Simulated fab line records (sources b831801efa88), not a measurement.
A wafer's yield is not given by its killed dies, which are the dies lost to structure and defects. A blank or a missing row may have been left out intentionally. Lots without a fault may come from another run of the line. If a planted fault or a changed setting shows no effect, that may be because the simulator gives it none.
Code-filled problem report in 8D (eight disciplines) form    flow sky130    the parts of the form that need people (team, actions taken, sign-off) are left out

## 1. THE ISSUE
At SKY_LI_CONTACT_ETCH_14, run-length-s averages 109.9 s over 6 wafers from 2 lots, while fault-free wafers read 73.9 s, standard deviation 0.57. Measured from the usual mean, that is +63 standard deviations.
The step: etches BARC in N2/H2, stops on SiO2, time 45.9 s, target depth 60 nm.
First observed at day 31 22:09: wafer L640.1, on rie-diel-01. At this step, 33 wafers from 11 lots have a number in the record. Rule for "out" (also "out of limits"): further than 4 standard deviations from the usual mean. All remaining wafers that have a number are taken as sound.

## 2. WHAT THIS IS AND IS NOT
question                     is                            is not
which readings at this step  run-length-s, oes-product-au  drypump-motor-current-A
which lots                   L640, L641                    L633, L635, L648, L649, L651, L652, L653, L654, L655
which wafers of those lots   all that have a number        -
read on which tools          rie-diel-01                   rie-diel-03, rie-diel-04
when                         from day 31 22:09             up to then (6 sound wafers); but 21 sound wafers of L648, L649, L651, L652, L653, L654, L655 came after

## 3. WHAT RULES OUT EACH SUSPECT
Counting: a tool stays on the suspect list if, at a process step up to the reading, it processed all lots that are out and no sound lot following the first of them.
- rie-diel-01 at SKY_LI_CONTACT_ETCH_14 (etches BARC in N2/H2, stops on SiO2, time 45.9 s, target depth 60 nm): ruled out as a lasting fault. After its first lot that is out, L640 (day 31 22:09), sound lots L652 ran on it.
Left after counting: nothing in the record.

## 4. THE CAUSE (what the simulator had put in)
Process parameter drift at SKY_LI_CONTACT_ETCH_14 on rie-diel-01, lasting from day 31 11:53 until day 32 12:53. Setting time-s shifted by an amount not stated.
Counting ruled it out, wrongly.

## 5. THE CHAIN OF EFFECTS, in route order
One row per reading whose mean, taken over the struck wafers that have a number, lies over 3 standard deviations from the usual. Readings are gone through only where the record gives a usual standard deviation; hours: the median, over the lots, of the time from a lot's start at the first step in this table giving one to that lot's start at this step; sigmas: the change measured in usual standard deviations.
hours  step                     reading                   usual       on struck wafers  change  sigmas
0      SKY_LI_CONTACT_ETCH_14   oes-product-au            0.855 a.u.  0.646             -0.209  -43
0      SKY_LI_CONTACT_ETCH_14   run-length-s              73.9 s      109.9             +36.0   +63
0      SKY_LI_CONTACT_STRIP_16  oes-product-au            0.376 a.u.  0.360             -0.016  -3.1
0      SKY_LI_CONTACT_STRIP_16  strip-time-to-endpoint-s  3.50 s      3.08              -0.42   -8.5
Process steps it contains:
- SKY_LI_CONTACT_ETCH_14: etches BARC in N2/H2, stops on SiO2, time 45.9 s, target depth 60 nm.
- SKY_LI_CONTACT_STRIP_16: strips in O2/N2.
At these later measuring or inspecting steps, every struck wafer for which the step has a row has a number for every such reading, and none has moved that far: SKY_LOCAL_INTERCONNECT_THK_MEAS_02.

## 6. WHAT WOULD HAVE CAUGHT IT SOONER
10 hours passed between the start of the fault at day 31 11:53 and the first reading out of limits in this record, taken at day 31 22:09.
